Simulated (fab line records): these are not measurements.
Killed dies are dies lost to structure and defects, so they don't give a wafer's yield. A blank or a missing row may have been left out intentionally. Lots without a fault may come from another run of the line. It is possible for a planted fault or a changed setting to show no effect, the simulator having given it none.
The same fault as seen by 2 desks | flow sky130 | numbers are kept per desk, each desk with only its own; the story behind them comes last

== AT THE TOOL OWNER'S DESK: rieDiel-04 ==
The tool's own readings at SKY_SONOS_ONO_ETCH_15 (etches the open film in CHF3/O2, target depth 19.52 nm, time 7.8 s): means of the sampled wafers that have a number, for each lot that ran on this tool. Marked OUT: a lot whose mean sits more than 4 standard deviations from the usual mean, which makes it out of limits; the brackets give that distance.
Columns: A = O2_flow_sccm at SKY_SONOS_ONO_ETCH_15, usual 5.003 sccm; B = biasW at SKY_SONOS_ONO_ETCH_15, usual 200.0 W; C = drypumpMotorCurrentA at SKY_SONOS_ONO_ETCH_15, usual 5.7 A; D = oesProductAu at SKY_SONOS_ONO_ETCH_15, usual 0.998 a.u.; E = throttleValvePct at SKY_SONOS_ONO_ETCH_15, usual 8.824 %
lot  | first seen here | A     | B               | C   | D     | E
L337 | day 13 01:46    | 4.993 | 200.5           | 5.5 | 0.991 | 8.827
L339 | day 13 02:04    | 5.013 | 200.1           | 5.9 | 0.990 | 8.827
L351 | day 17 07:32    | 5.002 | 189.9 (-18) OUT | 5.4 | 0.978 | 8.814
L353 | day 17 21:49    | 5.000 | 190.0 (-18) OUT | 5.4 | 0.981 | 8.814
L359 | day 20 03:49    | 5.014 | 199.3           | 5.9 | 0.995 | 8.816
This desk's verdict: out of limits on L351, L353, starting with L351 at day 17 07:32 (biasW at SKY_SONOS_ONO_ETCH_15). L337, L339, L359 stayed within limits.

== THE METROLOGY DESK ==
Lot by lot, what the gauges showed, no matter which tool ran the lot: averages of those sampled wafers that carry a number. Marked OUT: a lot whose mean sits more than 4 standard deviations from the usual mean, which makes it out of limits; the brackets give that distance.
Columns: A = LDD_LDN_OVL at SKY_LDD_LDN_OVL_MEAS_07, usual 0.2 nm
lot  | first seen here | A
L337 | day 23 04:28    | -2.5
L338 | day 23 08:04    | 0.5
L339 | day 23 08:27    | 0.7
L341 | day 23 14:36    | 1.1
L340 | day 23 22:23    | 0.5
L344 | day 25 03:38    | 0.8
L347 | day 26 02:36    | 0.9
L351 | day 27 20:04    | 1.0
L353 | day 28 11:46    | 0.7
L355 | day 28 23:51    | 1.6
L359 | day 30 08:41    | 0.6
L360 | day 31 02:23    | 1.4
This desk found nothing out of limits on any of the 12 lots.

== BROUGHT TOGETHER ==
The tool owner's desk had the chance to raise an alarm at day 17 07:32 on L351, L353.
The metrology desk saw nothing out of limits.
The metrology desk has L351, L353 on record, within its limits.
Every lot named ran SKY_SONOS_ONO_ETCH_15 on rieDiel-04.

== WHAT THE SIMULATOR HAD INSERTED ==
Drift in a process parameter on rieDiel-04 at SKY_SONOS_ONO_ETCH_15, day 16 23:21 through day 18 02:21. From 200, the setting biasW moved by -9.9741. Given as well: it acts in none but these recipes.
Lots struck among those shown: L351, L353.
How many hours passed from the start of the fault until each desk's first out-of-limits reading: the tool owner's desk, 8.
